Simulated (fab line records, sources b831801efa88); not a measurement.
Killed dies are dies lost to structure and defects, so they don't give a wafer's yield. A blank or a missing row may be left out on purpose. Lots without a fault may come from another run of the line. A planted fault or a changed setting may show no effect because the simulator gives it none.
Split-lot experiment | flow sfq_line | 5 lots, 23 wafers read, on a route of 325 steps

THE SPLIT
At SFQ_TRILAYER_M0_LITHO_PEB_024 (peb time 60 s), the setting peb_temp_c was moved away from the recipe's 115 C on 8 of the 23 wafers read, by -1.4% to +3.1%. The other wafers ran this setting at the recipe's value.

FROM THE SPLIT TO THE READING: what the file shows between them, 2 steps
- SFQ_TRILAYER_M0_LITHO_DEVELOP_023: time 60 s
- SFQ_TRILAYER_M0_BARC_OPEN_METAL_ETCH_031: etches BARC in O2, target depth 125 nm, time 41.7 s

THE READING
M0.cd_nm (the simulator's own value, which no gauge read), in nm, at SFQ_TRILAYER_M0_ETCH_METAL_ETCH_024 (etches Nb in Cl2/Ar, stops on SiO2, target depth 240 nm, time 120 s). The file gives no usual value for it. The 15 wafers here that ran the recipe average 500.6 nm, standard deviation 1.4 nm.

wafer  | tool, chamber at the split | peb_temp_c as run, C | against the recipe | M0.cd_nm, nm | against lot-mates on the recipe
L074.1 | litho_track-01, 0          | 114.1                | -0.8%              | 517.8        | +17.1
L074.2 | litho_track-01, 0          | 114.1                | -0.8%              | 516.6        | +15.9
L074.4 | litho_track-01, 0          | 115                  | recipe             | 501.1        | -
L074.5 | litho_track-01, 0          | 114.1                | -0.8%              | 516.3        | +15.6
L074.6 | litho_track-01, 0          | 115                  | recipe             | 500.3        | -
L075.1 | litho_track-04, 0          | 118.6                | +3.1%              | 443.7        | -55.4
L075.2 | litho_track-04, 0          | 118.6                | +3.1%              | 444.1        | -55.0
L075.3 | litho_track-04, 0          | 115                  | recipe             | 498.3        | -
L075.4 | litho_track-04, 0          | 118.6                | +3.1%              | 443.4        | -55.7
L075.6 | litho_track-04, 0          | 115                  | recipe             | 499.9        | -
L080.1 | litho_track-02, 0          | 113.4                | -1.4%              | 529.8        | +30.0
L080.2 | litho_track-02, 0          | 115                  | recipe             | 500.7        | -
L080.6 | litho_track-02, 0          | 115                  | recipe             | 500.7        | -
L080.4 | litho_track-02, 0          | 113.4                | -1.4%              | 530          | +30.2
L080.5 | litho_track-02, 0          | 115                  | recipe             | 498.1        | -
L083.3 | litho_track-02, 0          | 115                  | recipe             | 500.7        | -
L083.4 | litho_track-02, 0          | 115                  | recipe             | 502.5        | -
L083.6 | litho_track-02, 0          | 115                  | recipe             | 503.7        | -
L085.2 | litho_track-02, 0          | 115                  | recipe             | 499.8        | -
L085.4 | litho_track-02, 0          | 115                  | recipe             | 499.8        | -
L085.3 | litho_track-02, 0          | 115                  | recipe             | 502          | -
L085.5 | litho_track-02, 0          | 115                  | recipe             | 499.6        | -
L085.6 | litho_track-02, 0          | 115                  | recipe             | 501.8        | -

THE FIT
A straight line over all 23 wafers: M0.cd_nm changes by -18.7 nm for each +1% of peb_temp_c; r = -1.00; the points scatter about the line by 1.7 nm.
The same after taking each lot's own level away (the mean of its wafers on the recipe; 23 wafers): -18.4 nm for each +1%; r = -1.00; scatter 1.7 nm.
On that fit, the largest move of peb_temp_c shifts the reading by 58 nm.
The lots' own levels span 499.10 to 502.30 nm, that is 2.2 times the standard deviation above.
So the lot-to-lot level changes the slope little: the two slopes agree.
Check: with one of the wafers moved furthest among these (+3.1%) left out of the fit, the line predicts -57.2 nm for it against its lot-mates. It came out at -55.4 nm against them.

OTHER SPLITS ON THESE WAFERS
These wafers also went through other splits before the reading. Each is held against what the fit with the lots' levels taken away leaves over:
other split on the same wafers               | wafers away from the commonest value | r with M0.cd_nm (lot level and that fit taken away)
SFQ_TRILAYER_L0_LITHO_COAT_005 spin_rpm      | 7                                    | +0.25
SFQ_TRILAYER_L0_LITHO_EXPOSE_006 dose_mj     | 9                                    | +0.40
SFQ_TRILAYER_L0_VIA_LITHO_PEB_016 peb_time_s | 6                                    | +0.11

THE WHOLE CHAIN: every reading that the file lists as answering this split, in the file's order
step                                     | what it does                                                        | reading                                                   | change (the file's fit)              | r (the file's)
SFQ_TRILAYER_M0_BARC_OPEN_METAL_ETCH_031 | etches BARC in O2, target depth 125 nm, time 41.7 s                 | M0.cd_nm (the simulator's own value, which no gauge read) | -18.7 nm for each +1% of the setting | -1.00
SFQ_TRILAYER_M0_ETCH_METAL_ETCH_024      | etches Nb in Cl2/Ar, stops on SiO2, target depth 240 nm, time 120 s | M0.cd_nm (the simulator's own value, which no gauge read) | -18.4 nm for each +1% of the setting | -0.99

THE FILE'S OWN FIT
M0.cd_nm changes by -18.4 nm for each +1% of peb_temp_c, r = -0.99.
